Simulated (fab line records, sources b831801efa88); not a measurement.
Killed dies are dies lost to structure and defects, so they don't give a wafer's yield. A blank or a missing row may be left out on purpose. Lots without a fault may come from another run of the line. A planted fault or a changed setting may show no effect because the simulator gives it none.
A struck lot beside a sound one | flow sky130 | 26 steps out of a route of 708
Sound: wafers L798.1, L798.2, L798.6. Struck: wafer L805.2. (L805.1, L805.3 of the same lot were not struck and are left out.) The cause comes at the end.
At each step with rows: each side's tool, then ch and its chambers, then its first start. Under that, the readings that differ: sound wafers | struck wafers | difference of the means | sigmas: that difference in standard deviations of wafers without a fault.
alike: readings whose means differ by less than 2 such deviations, and words and numbers that are the same on both sides. not compared: withheld readings, readings that some wafer has no value for, bounds like >300 that may hide the same value, and numbers for which the record gives no deviation and whose values overlap.
The two part at a step that has a row with sigmas, a row that says differs or no value, or rows on one side only. Numbers that don't overlap but have no deviation are shown without sigmas and don't part them. A reading that every wafer of one side lacks parts them only if that side has two wafers or more.

first, 8 steps without rows for these wafers: SKY_FIELD_ISO_DEHYDRATE_05 (time 60 s); SKY_FIELD_ISO_HMDS_06 (prime time 60 s); SKY_FIELD_ISO_COAT_07 (resist thk 60 nm); SKY_FIELD_ISO_COAT_08 (resist thk 450 nm); SKY_FIELD_ISO_SOFTBAKE_09 (time 90 s); SKY_FIELD_ISO_EXPOSE_10 (exposes mask FOM, target cd 150 nm); SKY_FIELD_ISO_PEB_11; SKY_FIELD_ISO_DEVELOP_12 (develop time 60 s).
SKY_FIELD_ISO_CD_MEAS_13: target cd 150 nm.
  sound on cd_sem-02, day 2 14:47; struck on cd_sem-01, day 4 06:25
  alike: cd_nm
SKY_FIELD_ISO_ETCH_14: etches BARC in N2/H2, stops on SiO2, time 45.9 s, target depth 60 nm.
  sound on rie_diel-04 ch 0,1,3, day 2 14:54; struck on rie_diel-03 ch 3, day 4 06:32
  alike: drypump_motor_current_A, oes_product_au, throttle_valve_pct
  not compared: rf_hours_counter_h
SKY_FIELD_ISO_ETCH_15: etches the open film in CHF3/O2, stops on Si, target depth 180 nm, time 72 s.
  sound on rie_diel-04 ch 0,1,3, day 2 14:56; struck on rie_diel-03 ch 3, day 4 06:35
  alike: drypump_motor_current_A, oes_product_au, throttle_valve_pct
  not compared: rf_hours_counter_h
SKY_FIELD_ISO_STRIP_16: strips in O2/N2.
  sound on plasma_asher-03 ch 0,1, day 2 15:00; struck on plasma_asher-03 ch 0, day 4 06:38
  alike: drypump_motor_current_A, oes_product_au, strip_time_to_endpoint_s
  not compared: rf_hours_counter_h
SKY_FIELD_ISO_ETCH_17: etches Si in HBr/Cl2/O2, target depth 342 nm, time 97.7 s.
  sound on rie_si-02 ch 0,1, day 2 15:06; struck on rie_si-02 ch 2, day 4 06:44
  reading                                     | sound                | struck | difference | sigmas
  oes_product_au (a.u.)                       | 1.015 1.010 1.002    | 1.246  | +0.237     | +31
  throttle_valve_pct (%)                      | 25.648 25.641 25.656 | 25.501 | -0.147     | -13
  model.etch.depth_nm (nm)                    | 350.7 344.3 343.1    | 471.4  | +125.4     |
  model.FIELD_ISO.feature_depth_nm (nm)       | 350.7 344.3 343.1    | 471.4  | +125.4     |
  model.Si3N4_of_FIELD_ISO_CVD_03.thk_nm (nm) | 151 152.1 150.7      | 145.1  | -6.2       |
  alike: drypump_motor_current_A
  not compared: rf_hours_counter_h
then, 5 steps without rows for these wafers: SKY_FIELD_ISO_WET_ETCH_18 (etches Si3N4 in H3PO4, target depth 25 nm, time 286 s); SKY_FIELD_ISO_CLEAN_19 (cleans in SC1/SC2, time 150 s); SKY_FIELD_ISO_CLEAN_20 (cleans in dHF, time 20 s); SKY_FIELD_ISO_WET_ETCH_21 (etches SiO2 in dHF, target depth 20 nm, time 400 s); SKY_FIELD_ISO_OXIDATION_22 (stabilise 600 s, purge 300 s, target thk 10 nm).
SKY_FIELD_ISO_THK_MEAS_23:
  sound on film_metro-02, day 2 18:44; struck on film_metro-02, day 4 08:16
  alike: FIELD_ISO_OXIDATION_01_THK
then, 1 step without rows for these wafers: SKY_FIELD_ISO_CVD_24 (deposits SiO2, target thk 595 nm, time 99.2 s).
SKY_FIELD_ISO_THK_MEAS_25:
  sound on film_metro-01, day 2 18:52; struck on film_metro-04, day 4 08:26
  alike: FIELD_ISO_CVD_24_THK
then, 1 step without rows for these wafers: SKY_FIELD_ISO_ANNEAL_26 (time 1800 s).
SKY_FIELD_ISO_CMP_27: polishes, stops on Si3N4, t overpolish 16 s, target thk 457.8 nm.
  sound on cmp-02 ch 0,2,3, day 2 21:36; struck on cmp-02 ch 0, day 4 11:35
  reading                | sound       | struck | difference | sigmas
  time_to_endpoint_s (s) | 112 116 110 | 101    | -12        | -3
  alike: motor_current_A, overpolish_run_s
SKY_FIELD_ISO_WET_ETCH_28: etches SiO2 in dHF, target depth 23.7 nm, time 47 s.
  sound on wet_bench-01 ch 0, day 2 21:48; struck on wet_bench-02 ch 0, day 4 11:53
  reading                                     | sound             | struck | difference | sigmas
  model.Si3N4_of_FIELD_ISO_CVD_03.thk_nm (nm) | 119.6 120.6 119.2 | 114.4  | -5.4       |
then, 2 steps without rows for these wafers: SKY_FIELD_ISO_WET_ETCH_29 (etches Si3N4 in H3PO4, target depth 160 nm, time 1825 s); SKY_PAD_OPEN_PROBE_99.

WHERE THEY PART
First at SKY_FIELD_ISO_ETCH_17; last, within this record, at SKY_FIELD_ISO_CMP_27.

WHY: what the simulator had put in
Process parameter drift: rie_si-02, from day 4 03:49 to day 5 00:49, at SKY_FIELD_ISO_ETCH_17. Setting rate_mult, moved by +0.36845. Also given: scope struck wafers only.
